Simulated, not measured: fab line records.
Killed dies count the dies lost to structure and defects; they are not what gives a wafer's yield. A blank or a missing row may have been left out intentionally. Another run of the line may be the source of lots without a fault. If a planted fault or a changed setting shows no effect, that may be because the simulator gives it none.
fab line records ; flow sky130
record lots=13; wafers=39; lastDay=50
route steps=708 shown NWELL@66 VT_ADJUST_LVTN@117 POLY_CUT@317 SD_P@327 PAD_OPEN@708
lots that met no fault: taken from a fault-free run of the same line
startH: start of the lot's first displayed wafer, in hours after the record's first day ; waitH: hours elapsed since this lot's preceding step ; " identical to the entry in the row above ; L1.1+2: several wafers, shown together as one row ; - value missing, or start not given ; * or withheld: withheld ; < > ~ a bound
route shown NAME@n: a module of which the file shows steps, and the number in the route of the first ; usual: mean/standard deviation of fault-free wafers ; same: alike in all rows ; chamber/n: place in a boat ; sites: per-site readings ; _std_site: the standard deviation of these ; _edge_site: inner sites' mean taken away from outer sites' mean ; radiusMm: for every site, how far away it sits from the centre of the wafer ; mask NAME#n: copy n ; behind: tool/chamber where the wafer was last shaped ; hold: cause of the lot's hold/its duration in hours/its outcome ; device: which transistor (n, p or np) failed to switch ; end of line: tests of these same wafers at the route's end ; for a step that has no rows: nothing shown but its recipe ; killed: count of dies lost to structure and defects at first sort (not the wafer's yield) ; map: shows each die of a wafer: x if killed, . if not, _ if none is there
set.NAME: setting as actually run; set.NAME@STEP: the setting as run at that earlier step ; model.NAME: the simulator's own value behind a step, which no gauge read
route steps across a sampled set of lots; one table per step, one row per wafer
services: from which hour (startH, from the record's first day; less than 0 if before it) a tool's chamber was out of use, for how many hours, and why
## steps
# step SKY_NWELL_IMPLANT_13
# recipe species=P; energyKev=50; doseCm2=7e+11; tiltDeg=withheld
# usual beamEnergyKeV=50.000/0.016
lot.wafer;tool;chamber;startH;waitH;beamEnergyKeV
L702.1;implanter-04;0;96.23;0.1;50.015
L702.3;implanter-04;0;96.23;0.1;50.026
L702.6;implanter-04;0;96.23;0.1;49.987
L703.1;implanter-02;0;101.78;0.1;50.003
L703.5;implanter-02;0;101.78;0.1;50.003
L703.6;implanter-02;0;101.78;0.1;49.978
L705.3;implanter-04;0;113.28;0.1;49.996
L705.4;implanter-04;0;113.28;0.1;49.991
L705.6;implanter-04;0;113.28;0.1;50.001
L706.1;implanter-02;0;119.33;0.1;49.974
L706.3;implanter-02;0;119.33;0.1;49.999
L706.4;implanter-02;0;119.33;0.1;50.007
L707.2;implanter-04;0;128.55;0.1;50.044
L707.4;implanter-04;0;128.55;0.1;50.005
L707.6;implanter-04;0;128.55;0.1;50.026
L710.1;implanter-02;0;150.83;0.1;49.982
L710.3;implanter-02;0;150.83;0.1;49.991
L710.6;implanter-02;0;150.83;0.1;49.989
L711.1;implanter-02;0;155.28;0.1;50.009
L711.3;implanter-02;0;155.28;0.1;50.029
L711.6;implanter-02;0;155.28;0.1;50.000
L712.1;implanter-01;0;155.83;0.1;50.006
L712.2;implanter-01;0;155.83;0.1;50.001
L712.4;implanter-01;0;155.83;0.1;49.993
L717.3;implanter-02;0;189.58;0.1;49.182
L717.5;implanter-02;0;189.58;0.1;49.224
L717.6;implanter-02;0;189.58;0.1;49.194
L719.2;implanter-02;0;195.20;0.1;49.200
L719.5;implanter-02;0;195.20;0.1;49.176
L719.6;implanter-02;0;195.20;0.1;49.191
L721.2;implanter-04;0;210.05;0.1;49.992
L721.3;implanter-04;0;210.05;0.1;50.013
L721.6;implanter-04;0;210.05;0.1;49.992
L722.2;implanter-01;0;213.60;0.1;50.017
L722.3;implanter-01;0;213.60;0.1;50.015
L722.6;implanter-01;0;213.60;0.1;50.026
L723.1;implanter-04;0;223.13;0.1;50.008
L723.4;implanter-04;0;223.13;0.1;50.013
L723.6;implanter-04;0;223.13;0.1;50.015
# step SKY_VT_ADJUST_LVTN_STRIP_20
# recipe chemistry=O2/N2; powerW=1400; pressureMtorr=1500; platenTempC=withheld; o2FlowSccm=3000; n2FlowSccm=300; overashFraction=0.5
# usual drypumpMotorCurrentA=5.3/0.32; oesProductAu=0.714/0.0044; stripTimeToEndpointS=14.19/0.03
lot.wafer;tool;chamber;startH;waitH;drypumpMotorCurrentA;oesProductAu;rfHoursCounterH;stripTimeToEndpointS
L702.1;plasmaAsher-01;0;172.41;0.1;5.9;0.718;47;14.20
L702.3;plasmaAsher-01;0;172.41;0.1;5.9;0.715;-;14.24
L702.6;plasmaAsher-01;0;172.41;0.1;5.9;0.716;-;14.24
L703.1;plasmaAsher-02;1;178.81;0.1;5.0;0.709;51;14.22
L703.5;plasmaAsher-02;1;178.81;0.1;5.0;0.721;-;14.20
L703.6;plasmaAsher-02;0;178.81;0.1;5.1;0.710;-;14.22
L705.3;plasmaAsher-01;1;190.96;0.1;5.4;0.716;-;14.19
L705.4;plasmaAsher-01;0;190.96;0.1;5.9;0.716;-;14.19
L705.6;plasmaAsher-01;0;190.96;0.1;5.9;0.714;-;14.18
L706.1;plasmaAsher-01;1;198.41;0.1;5.4;0.719;49;14.21
L706.3;plasmaAsher-01;1;198.41;0.1;5.4;0.710;-;14.19
L706.4;plasmaAsher-01;0;198.41;0.1;5.9;0.710;-;14.16
L707.2;plasmaAsher-01;1;208.92;0.1;5.3;0.713;50;14.23
L707.4;plasmaAsher-01;0;208.92;0.1;5.9;0.709;-;14.19
L707.6;plasmaAsher-01;1;208.92;0.1;5.4;0.713;-;14.19
L710.1;plasmaAsher-01;1;236.88;0.1;5.4;0.713;53;14.10
L710.3;plasmaAsher-01;1;236.88;0.1;5.4;0.713;-;14.15
L710.6;plasmaAsher-01;1;236.88;0.1;5.4;0.716;-;14.16
L711.1;plasmaAsher-01;1;239.93;0.1;5.4;0.710;53;14.18
L711.3;plasmaAsher-01;0;239.93;0.1;5.9;0.716;-;14.16
L711.6;plasmaAsher-01;0;239.93;0.1;5.9;0.726;-;14.18
L712.1;plasmaAsher-02;1;240.83;0.1;5.0;0.706;58;14.17
L712.2;plasmaAsher-02;0;240.83;0.1;5.1;0.723;58;14.21
L712.4;plasmaAsher-02;0;240.83;0.1;5.1;0.709;-;14.19
L717.3;plasmaAsher-04;0;282.81;0.1;5.6;0.709;-;14.20
L717.5;plasmaAsher-04;0;282.81;0.1;5.6;0.713;-;14.18
L717.6;plasmaAsher-04;1;282.81;0.1;5.5;0.717;-;14.19
L719.2;plasmaAsher-02;0;289.23;0.1;5.1;0.716;63;14.16
L719.5;plasmaAsher-02;0;289.23;0.1;5.1;0.716;-;14.20
L719.6;plasmaAsher-02;1;289.23;0.1;5.0;0.705;-;14.22
L721.2;plasmaAsher-04;0;305.52;0.1;5.6;0.707;20;14.15
L721.3;plasmaAsher-04;1;305.52;0.1;5.5;0.709;-;14.16
L721.6;plasmaAsher-04;0;305.52;0.1;5.6;0.710;-;14.16
L722.2;plasmaAsher-02;0;310.82;0.1;5.1;0.713;66;14.20
L722.3;plasmaAsher-02;0;310.82;0.1;5.1;0.720;-;14.21
L722.6;plasmaAsher-02;0;310.82;0.1;5.1;0.717;-;14.21
L723.1;plasmaAsher-01;1;320.77;0.1;5.3;0.722;62;14.25
L723.4;plasmaAsher-01;1;320.77;0.1;5.4;0.707;-;14.26
L723.6;plasmaAsher-01;0;320.77;0.1;5.9;0.711;-;14.25
# step SKY_POLY_CUT_ETCH_10
# recipe chemistry=N2/H2; target=BARC; ionEnergyEv=200; sourceW=500; biasW=100; pressureMtorr=30; n2FlowSccm=100; h2FlowSccm=200; stopOn=SiO2; timeS=45.9; targetDepthA=600
# usual drypumpMotorCurrentA=6.0/0.37; oesProductAu=0.856/0.0046; throttleValvePct=13.224/0.0085
lot.wafer;tool;chamber;startH;waitH;drypumpMotorCurrentA;oesProductAu;rfHoursCounterH;throttleValvePct
L702.1;rieDiel-04;1;569.64;0.0;5.9;0.855;31;13.238
L702.3;rieDiel-04;0;569.64;0.0;6.5;0.860;9;13.230
L702.6;rieDiel-04;1;569.64;0.0;5.9;0.863;-;13.222
L703.1;rieDiel-01;2;581.15;0.0;6.2;0.853;3;13.224
L703.5;rieDiel-01;0;581.15;0.0;6.5;0.860;-;13.213
L703.6;rieDiel-01;3;581.15;0.0;5.5;0.851;-;13.220
L705.3;rieDiel-01;3;593.00;0.0;5.4;0.853;2;13.223
L705.4;rieDiel-01;1;593.00;0.0;5.6;0.854;66;13.202
L705.6;rieDiel-01;3;593.00;0.0;5.5;0.852;-;13.233
L706.1;rieDiel-02;1;608.05;0.0;6.2;0.856;11;13.219
L706.3;rieDiel-02;2;608.05;0.0;5.6;0.853;7;13.217
L706.4;rieDiel-02;3;608.05;0.0;6.2;0.854;10;13.215
L707.2;rieDiel-01;2;621.30;0.0;6.3;0.851;4;13.225
L707.4;rieDiel-01;0;621.30;0.0;6.5;0.852;1;13.233
L707.6;rieDiel-01;0;621.30;0.0;6.5;0.852;-;13.211
L710.1;rieDiel-04;0;652.10;0.0;6.5;0.852;11;13.232
L710.3;rieDiel-04;1;652.10;0.0;5.9;0.856;32;13.231
L710.6;rieDiel-04;0;652.10;0.0;6.5;0.861;-;13.219
L712.1;rieDiel-01;0;659.32;0.0;6.5;0.850;1;13.225
L712.2;rieDiel-01;2;659.32;0.0;6.2;0.863;5;13.232
L712.4;rieDiel-01;3;659.32;0.0;5.4;0.851;-;13.208
L711.1;rieDiel-04;0;660.15;0.0;6.4;0.845;11;13.220
L711.3;rieDiel-04;3;660.15;0.0;5.9;0.857;6;13.224
L711.6;rieDiel-04;2;660.15;0.0;5.4;0.854;-;13.231
L717.3;rieDiel-02;1;707.39;0.0;6.2;0.854;13;13.245
L717.5;rieDiel-02;0;707.39;0.0;5.6;0.856;-;13.230
L717.6;rieDiel-02;3;707.39;0.0;6.2;0.860;-;13.226
L719.2;rieDiel-04;0;713.40;0.0;6.5;0.852;14;13.226
L719.5;rieDiel-04;3;713.40;0.0;5.9;0.848;-;13.235
L719.6;rieDiel-04;0;713.40;0.0;6.4;0.855;-;13.232
L721.2;rieDiel-02;2;728.60;0.0;5.6;0.869;9;13.226
L721.3;rieDiel-02;0;728.60;0.0;5.6;0.861;10;13.225
L721.6;rieDiel-02;0;728.60;0.0;5.6;0.852;-;13.221
L722.2;rieDiel-04;1;736.95;0.0;5.9;0.852;36;13.223
L722.3;rieDiel-04;3;736.95;0.0;5.8;0.857;9;13.222
L722.6;rieDiel-04;0;736.95;0.0;6.5;0.852;-;13.221
L723.1;rieDiel-01;2;739.75;0.0;6.2;0.861;7;13.227
L723.4;rieDiel-01;1;739.75;0.0;5.7;0.852;-;13.219
L723.6;rieDiel-01;0;739.75;0.0;6.5;0.850;-;13.240
# step SKY_SD_P_CD_MEAS_07
# recipe targetCdNm=380
# usual cdNm=380.5/2.4
lot.wafer;tool;chamber;startH;waitH;cdNm
L702.1;cdSem-01;-;599.64;0.1;377.9
L702.3;cdSem-01;-;599.64;0.1;378.6
L702.6;cdSem-01;-;599.64;0.1;376.9
L703.1;cdSem-01;-;609.89;0.1;376.2
L703.5;cdSem-01;-;609.89;0.1;377.5
L703.6;cdSem-01;-;609.89;0.1;378.9
L705.3;cdSem-01;-;621.91;0.1;381.8
L705.4;cdSem-01;-;621.91;0.1;379.8
L705.6;cdSem-01;-;621.91;0.1;379.6
L706.1;cdSem-02;-;636.94;0.1;378.1
L706.3;cdSem-02;-;636.94;0.1;380.6
L706.4;cdSem-02;-;636.94;0.1;383.7
L707.2;cdSem-01;-;649.61;0.1;384.1
L707.4;cdSem-01;-;649.61;0.1;383.1
L707.6;cdSem-01;-;649.61;0.1;381.8
L710.1;cdSem-01;-;680.44;0.1;382.8
L710.3;cdSem-01;-;680.44;0.1;383.1
L710.6;cdSem-01;-;680.44;0.1;383.2
L712.1;cdSem-01;-;687.72;0.1;380.9
L712.2;cdSem-01;-;687.72;0.1;380.2
L712.4;cdSem-01;-;687.72;0.1;378.5
L711.1;cdSem-01;-;688.54;0.1;378.8
L711.3;cdSem-01;-;688.54;0.1;379.3
L711.6;cdSem-01;-;688.54;0.1;378.9
L717.3;cdSem-01;-;734.16;0.1;380.3
L717.5;cdSem-01;-;734.16;0.1;381.7
L717.6;cdSem-01;-;734.16;0.1;380.6
L719.2;cdSem-01;-;739.84;0.1;382.9
L719.5;cdSem-01;-;739.84;0.1;379.5
L719.6;cdSem-01;-;739.84;0.1;381.0
L721.2;cdSem-01;-;755.59;0.1;382.4
L721.3;cdSem-01;-;755.59;0.1;380.3
L721.6;cdSem-01;-;755.59;0.1;382.5
L722.2;cdSem-02;-;763.41;0.1;381.3
L722.3;cdSem-02;-;763.41;0.1;380.3
L722.6;cdSem-02;-;763.41;0.1;377.6
L723.1;cdSem-02;-;766.97;0.1;379.8
L723.4;cdSem-02;-;766.97;0.1;377.1
L723.6;cdSem-02;-;766.97;0.1;377.0
# step SKY_PAD_OPEN_PROBE_99
# usual killed_at_M0_to_M3=44/7.8; killed_at_M4_up=3.1/1.7; killedAtContacts=25/5.1; killedAtFrontEnd=15/4.4; killedAtOther=0.5/0.68; killedDies=88/9.9; killedOpen=48/6.9; killedShort=39/6.5
# same grossDies=492; killedAtBackSide=0
lot.wafer;tool;chamber;startH;waitH;killed_at_M0_to_M3;killed_at_M4_up;killedAtContacts;killedAtFrontEnd;killedAtOther;killedDies;killedOpen;killedShort
L710.1;prober-02;-;1142.32;0.1;42;3;24;12;0;81;44;37
L710.3;prober-02;-;1142.42;0.2;28;3;26;17;0;74;36;38
L710.6;prober-02;-;1142.57;0.2;39;2;26;15;1;83;45;37
L712.1;prober-01;-;1144.02;0.1;44;3;20;16;0;83;41;41
L712.2;prober-01;-;1144.07;0.1;43;1;12;16;0;72;36;36
L712.4;prober-01;-;1144.17;0.2;54;1;27;14;0;96;40;54
L711.1;prober-02;-;1145.52;0.1;47;4;20;22;1;94;44;50
L711.3;prober-02;-;1145.62;0.2;36;3;21;13;1;74;40;33
L711.6;prober-02;-;1145.77;0.2;32;2;19;13;0;66;36;30
# killed by level:class
L710.1 CONTACT:geometricParticle:open=10 VIA2:geometricParticle:open=10 LI_CONTACT:geometricParticle:open=8 VIA3:geometricParticle:open=7 METAL1:geometricParticle:short=6 FIELD_ISO:geometricParticle:short=4 METAL3:geometricParticle:short=4 FIELD_ISO:geometricParticle:open=3
L710.3 CONTACT:geometricParticle:open=10 LOCAL_INTERCONNECT:geometricParticle:short=6 VIA1:geometricParticle:open=6 VIA3:geometricParticle:open=6 VIA1:geometricParticle:short=5 FIELD_ISO:geometricParticle:open=4 FIELD_ISO:geometricParticle:short=4 LI_CONTACT:geometricParticle:open=4
L710.6 LI_CONTACT:geometricParticle:open=11 VIA1:geometricParticle:open=9 CONTACT:geometricParticle:open=8 VIA2:geometricParticle:open=6 FIELD_ISO:geometricParticle:short=5 VIA1:geometricParticle:short=5 METAL1:geometricParticle:short=5 METAL3:geometricParticle:short=5
L712.1 VIA2:geometricParticle:open=9 VIA1:geometricParticle:open=9 CONTACT:geometricParticle:open=7 POLY_GATE:geometricParticle:short=6 METAL1:geometricParticle:short=6 FIELD_ISO:geometricParticle:open=4 FIELD_ISO:geometricParticle:short=4 LOCAL_INTERCONNECT:geometricParticle:short=4
L712.2 VIA3:geometricParticle:short=7 LI_CONTACT:geometricParticle:open=6 VIA1:geometricParticle:open=6 METAL1:geometricParticle:short=6 VIA3:geometricParticle:open=5 VIA2:geometricParticle:open=5 FIELD_ISO:geometricParticle:short=4 POLY_GATE:geometricParticle:open=4
L712.4 VIA1:geometricParticle:open=11 LOCAL_INTERCONNECT:geometricParticle:short=9 CONTACT:geometricParticle:short=9 VIA2:geometricParticle:open=8 METAL2:geometricParticle:short=7 VIA3:geometricParticle:open=7 METAL1:geometricParticle:short=7 VIA1:geometricParticle:short=6
L711.1 FIELD_ISO:geometricParticle:short=11 METAL2:geometricParticle:short=7 LI_CONTACT:geometricParticle:open=6 METAL1:geometricParticle:short=6 LI_CONTACT:geometricParticle:short=5 VIA1:geometricParticle:short=5 VIA1:geometricParticle:open=5 VIA3:geometricParticle:open=5
L711.3 VIA1:geometricParticle:open=12 LI_CONTACT:geometricParticle:open=7 CONTACT:geometricParticle:open=7 POLY_GATE:geometricParticle:short=5 VIA1:geometricParticle:short=5 METAL2:geometricParticle:short=5 LOCAL_INTERCONNECT:geometricParticle:short=4 VIA2:geometricParticle:open=4
L711.6 CONTACT:geometricParticle:open=9 CONTACT:geometricParticle:short=6 METAL1:geometricParticle:short=6 VIA1:geometricParticle:open=5 VIA2:geometricParticle:open=4 VIA1:geometricParticle:short=4 VIA3:geometricParticle:open=4 FIELD_ISO:geometricParticle:open=3
## services
tool;chamber;startH;hours;kind
rieDiel-04;0;100.85;8.2;repair
implanter-02;-;111.10;0.9;repair
implanter-04;-;130.90;5.0;repair
plasmaAsher-01;-;139.17;2.2;repair
rieDiel-01;2;228.28;4.9;repair
implanter-02;-;235.77;2.1;pm
implanter-02;-;237.92;5.5;pm
rieDiel-01;1;253.17;7.1;repair
rieDiel-04;3;254.43;1.2;repair
implanter-04;-;264.03;3.9;pm
plasmaAsher-01;-;277.42;3.7;repair
implanter-02;-;326.75;2.5;repair
implanter-02;-;425.52;8.0;repair
implanter-02;-;440.94;13.3;pm
plasmaAsher-01;-;456.52;3.1;repair
implanter-02;-;473.96;2.7;repair
plasmaAsher-01;-;529.69;15.6;pm
plasmaAsher-01;-;545.44;0.4;repair
implanter-02;-;578.65;6.3;repair
plasmaAsher-01;-;615.63;0.5;repair
implanter-02;-;623.13;5.8;repair
implanter-02;-;721.34;0.7;repair
implanter-02;-;725.98;3.9;pm
plasmaAsher-01;-;733.75;9.0;pm
## key
firstSign step=SKY_NWELL_IMPLANT_13; reading=beamEnergyKeV; direction=down; sigmas=50; usual=*; struck=*
effect none on later readings
metAt SKY_NWELL_IMPLANT_13
struckLots L717,L719
testerLeftOut L717,L719
notActingAt SKY_VT_ADJUST_LVTN_STRIP_20,SKY_POLY_CUT_ETCH_10,SKY_SD_P_CD_MEAS_07
onsetBetween 155.28 189.58
fault kind=processParameterDrift; tool=implanter-02; chamber=-; onsetH=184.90; steps=SKY_NWELL_IMPLANT_13; channel=energyKev; offset=*; shape=step; endH=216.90; actsIn=*; stated=*
# testerLeftOut: of these lots the tester's yield and bins aren't shown, on N5 and GAA mostly nor the transistor test; their killed dies are dies lost to structure and defects alone, not to doping, threshold or leakage, so they don't give the yield
